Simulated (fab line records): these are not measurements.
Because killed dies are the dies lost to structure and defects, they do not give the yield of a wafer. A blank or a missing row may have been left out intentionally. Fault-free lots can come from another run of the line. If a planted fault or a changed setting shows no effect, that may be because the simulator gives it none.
Problem report in the 8D (eight disciplines) form, filled by code | flow gf180mcu | the parts of the form that need people (team, actions taken, sign-off) are left out

## 1. THE PROBLEM
Wafers free of any fault read 300.1 nm (standard deviation 2.9) for V5_CVD_00_THK at GF_V5_THK_MEAS_01, against a mean of 254.4 nm on 6 wafers of 2 lots. Relative to the usual mean, that is a shift of -16 standard deviations.
First observed at day 30 11:23: wafer L417.2, on film-metro-02. The record holds 36 wafers of 12 lots with a number at this step. By rule, "out" or "out of limits" means more than 4 standard deviations away from the usual mean. Any other wafer with a number is counted as sound.

## 2. WHAT IT IS AND WHAT IT IS NOT
question                    | is                           | is not
which readings at this step | V5_CVD_00_THK                | -
which lots                  | L417, L418                   | L404, L405, L406, L407, L408, L409, L410, L412, L426, L427
which wafers of those lots  | all that have a number       | -
read on which gauges        | film-metro-02, film-metro-03 | film-metro-01
when                        | from day 30 11:23            | up to then (24 sound wafers); but 6 sound wafers of L426, L427 came after

## 3. WHAT RULES OUT EACH SUSPECT
Counting: a tool at a process step up to the reading stays a suspect if it ran every lot that is out and no sound lot after the first of them.
- the gauge at GF_V5_THK_MEAS_01: ruled out. The wafers that are out were read on 2 gauges (film-metro-02, film-metro-03).
- pvd-sputter-02 at GF_M4_SPUTTER_00 (material Ti, target thk 37.5 nm, time 150 s): ruled out as a lasting fault. The sound lots L427 went through it after L417, its earliest lot that is out (day 27 01:08).
- rie-diel-02 at GF_V4_ETCH_17 (etches SiO2 in C4F8/O2/Ar, stops on TiN, target depth 630 nm): kept. It ran every lot that is out, first L417 (day 28 19:50), and no sound lot after that. With no start given for some of its lots, GF_V4_ETCH_17 uses the hours and lot order of GF_MIM_SPUTTER_00.
- hdpcvd-01 at GF_V5_CVD_00 (deposits SiO2, target thk 300 nm, time 50 s): ruled out as a lasting fault. The sound lots L427 went through it after L417, its earliest lot that is out (day 30 11:20).
The count leaves rie-diel-02 at GF_V4_ETCH_17.

## 4. THE CAUSE (what the simulator had put in)
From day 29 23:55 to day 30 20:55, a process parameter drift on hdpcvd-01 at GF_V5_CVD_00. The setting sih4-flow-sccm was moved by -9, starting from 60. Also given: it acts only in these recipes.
The count ruled it out by mistake, since the rule takes a fault to strike every lot its tool runs from the start of the fault on, and this one did not do so.

## 5. THE CHAIN OF EFFECTS, in route order
Each row: a reading whose mean over the struck wafers that have a number lies more than 3 standard deviations from the usual. Only readings for which the record gives a usual standard deviation are gone through. hours: the time from each lot's start at the first step in this table that gives one to its start at this step, as a median over the lots. sigmas: the change in usual standard deviations.
hours | step              | reading        | usual      | on struck wafers | change | sigmas
0     | GF_V5_CVD_00      | sih4-flow-sccm | 60.00 sccm | 50.91            | -9.09  | -53
0     | GF_V5_THK_MEAS_01 | V5_CVD_00_THK  | 300.1 nm   | 254.4            | -45.7  | -16
The process steps in it:
- GF_V5_CVD_00: deposits SiO2, target thk 300 nm, time 50 s.

## 6. WHAT WOULD HAVE CAUGHT IT SOONER
11 hours passed between the start of the fault at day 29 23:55 and the first reading out of limits at a measuring or inspecting step in this record, taken at day 30 11:23.
At GF_V5_CVD_00, the tool's own readings (sih4-flow-sccm) were out on each struck wafer the step has a row for, so an alarm limit on them would have fired on the first such wafer.
